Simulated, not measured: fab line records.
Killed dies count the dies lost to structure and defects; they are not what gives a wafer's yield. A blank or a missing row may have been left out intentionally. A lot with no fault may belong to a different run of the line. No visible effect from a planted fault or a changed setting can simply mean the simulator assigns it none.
Which tool is to blame? -- flow sky130 -- 12 lots, 36 wafers sampled, at 4 steps of a route of 708

WHAT EACH GAUGE READ, for each wafer
SKY_VT_ADJUST_LVTN_TW_MEAS_10.
lot,measured,on,VT_ADJUST_LVTN_TW
L484,day 7 04:55,film metro-02,240.9 240.5 240.2
L485,day 7 11:47,film metro-01,245.5 244.8 244.0
L486,day 7 13:52,film metro-02,241.8 241.4 241.5
L488,day 8 06:08,film metro-02,240.8 241.1 242.6
L489,day 8 13:59,film metro-01,242.4 243.6 243.0
L496,day 10 09:17,film metro-01,243.7 243.1 244.5
L497,day 10 22:34,film metro-01,245.0 243.7 243.1
L499,day 11 12:10,film metro-01,244.5 246.2 244.8
L501,day 12 01:25,film metro-03,241.5 240.5 241.2
L504,day 12 17:59,film metro-03,241.1 240.2 242.0
L505,day 12 20:53,film metro-01,244.4 243.7 243.5
L506,day 13 04:28,film metro-03,240.9 239.0 239.7

SKY_POLY_GATE_CD_MEAS_22.
lot,measured,on,cd nm (nm)
L484,day 16 18:57,cd sem-01,147.5 149.5 151.7
L485,day 17 09:04,cd sem-02,149.0 146.9 146.4
L486,day 17 17:05,cd sem-01,150.5 147.7 149.8
L488,day 18 05:52,cd sem-02,151.1 148.7 152.4
L489,day 18 19:44,cd sem-02,148.1 150.2 148.3
L496,day 21 07:58,cd sem-02,150.6 150.6 151.3
L497,day 21 23:41,cd sem-01,150.8 152.7 151.0
L499,day 22 18:14,cd sem-02,148.7 151.4 150.9
L501,day 23 18:34,cd sem-02,145.2 146.3 146.5
L504,day 24 07:22,cd sem-02,147.4 150.5 150.0
L505,day 24 08:08,cd sem-02,151.5 150.6 150.3
L506,day 24 19:20,cd sem-01,151.8 151.5 150.2

WHAT TOOL EACH LOT RAN ON (gives the tool, then ch and the chambers of the sampled wafers, and finally the start)
lot,SKY_SONOS_ONO_STRIP_17,SKY_GATE_OXIDE_OXIDATION_16
L484,"plasma asher-02 ch 0,1, day 13 00:02","furnace-01 ch 0, day 14 04:49"
L485,"plasma asher-02 ch 0,1, day 13 08:49","furnace-02 ch 0, day 14 17:11"
L486,"plasma asher-04 ch 0,1, day 13 17:24","furnace-02 ch 0, day 15 01:25"
L488,"plasma asher-01 ch 0,1, day 14 07:53","furnace-02 ch 0, day 15 13:47"
L489,"plasma asher-01 ch 0,1, day 14 18:56","furnace-02 ch 0, day 16 03:21"
L496,"plasma asher-04 ch 1, day 17 02:35","furnace-02 ch 0, day 18 11:02"
L497,"plasma asher-04 ch 0,1, day 17 20:05","furnace-02 ch 0, day 19 04:23"
L499,"plasma asher-04 ch 0,1, day 18 14:14","furnace-02 ch 0, day 19 23:50"
L501,"plasma asher-01 ch 0,1, day 19 05:44","furnace-02 ch 0, day 20 14:35"
L504,"plasma asher-01 ch 0,1, day 20 03:38","furnace-02 ch 0, day 21 12:15"
L505,"plasma asher-02 ch 0,1, day 20 05:05","furnace-01 ch 0, day 21 14:49"
L506,"plasma asher-02 ch 0,1, day 20 15:19","furnace-02 ch 0, day 21 23:56"
- SKY_SONOS_ONO_STRIP_17: strips in O2/N2.
- SKY_GATE_OXIDE_OXIDATION_16: stabilise 600 s, purge 300 s, target thk 3.57 nm.

AS READ BY THE TOOLS THEMSELVES (means over the sampled wafers that have a number; for cases with no such wafer, the mark the record gives instead)
SKY_SONOS_ONO_STRIP_17.
lot,tool,drypump motor current A (A),oes product au (a.u.),strip time to endpoint s (s)
L484,plasma asher-02,6.4,0.709,14.10
L485,plasma asher-02,6.4,0.709,14.14
L486,plasma asher-04,5.1,0.709,14.11
L488,plasma asher-01,5.6,0.710,14.00
L489,plasma asher-01,5.6,0.709,14.08
L496,plasma asher-04,5.1,0.713,14.05
L497,plasma asher-04,5.1,0.707,14.11
L499,plasma asher-04,5.1,0.707,14.05
L501,plasma asher-01,5.9,0.706,14.06
L504,plasma asher-01,5.6,0.710,14.09
L505,plasma asher-02,6.3,0.708,14.15
L506,plasma asher-02,6.4,0.709,14.10

SKY_GATE_OXIDE_OXIDATION_16.
lot,tool,ramp down c per min,spike tc bottom C (C),spike tc centre C (C),spike tc lower C (C),spike tc top C (C),spike tc upper C (C),tube center temp C (C),tube_center_temp_C_max,zone power centre pct (%),zone power upper pct (%)
L484,furnace-01,3.0004,816.2,802.4,801.0,816.1,800.3,800,802.0,11.4,13.24
L485,furnace-02,3.0001,817.4,801.4,800.4,810.4,801.0,800,801.9,15.8,12.86
L486,furnace-02,2.9995,816.6,800.2,801.0,810.3,800.6,800,802.1,16.0,12.80
L488,furnace-02,2.9996,796.7,780.3,780.1,790.8,778.9,779,781.2,15.2,12.14
L489,furnace-02,3.0003,795.1,781.3,781.3,790.0,779.8,779,781.4,15.2,12.15
L496,furnace-02,3.0003,816.5,801.2,801.3,811.3,800.2,800,802.0,15.9,12.81
L497,furnace-02,3.0001,817.0,800.1,801.5,810.6,799.6,800,802.0,16.1,12.89
L499,furnace-02,3.0006,816.4,800.1,801.0,810.5,799.5,800,802.1,16.0,12.84
L501,furnace-02,2.9999,815.4,801.1,800.9,810.0,800.4,800,802.3,15.9,12.82
L504,furnace-02,2.9997,816.6,800.2,800.9,809.0,800.4,800,802.1,15.8,12.67
L505,furnace-01,2.9997,815.5,803.4,800.4,815.1,800.4,800,802.0,11.3,13.14
L506,furnace-02,3.0003,816.2,801.8,801.6,811.7,800.8,800,802.2,16.0,12.82

THE ANSWER, worked out from the rows above alone
Rule: what is usual is taken from the lots themselves. The widest of any qualifying gaps counts: lots, ordered by their means at a reading, are off when they make up no more than a third of the lots, leave a main group of 4 or more, and stand apart from it by 3 or more times the standard deviation of that group's means. If all means in a main group match to the digits the tables above print for the reading, that group is not used. Also off: a lot with no number at a reading for which 4 or more lots have one. The other lots that the step has rows for count as sound. The gauges are gone through in route order, then the tools' own readings, and for those a lot's mean is taken as printed above. At the first step where some lot is off, the reading lying furthest off is the one used; lots without a number count as furthest.
Off: L488, L489 (SKY_GATE_OXIDE_OXIDATION_16, tube_center_temp_C_max). The main group: mean 802.1, standard deviation 0.11.
A tool fits if, at that step or a process step before it, it ran every lot that is off, and no sound lot after the first of them. Of those tried, none fits.

WHAT WAS PUT IN BY THE SIMULATOR
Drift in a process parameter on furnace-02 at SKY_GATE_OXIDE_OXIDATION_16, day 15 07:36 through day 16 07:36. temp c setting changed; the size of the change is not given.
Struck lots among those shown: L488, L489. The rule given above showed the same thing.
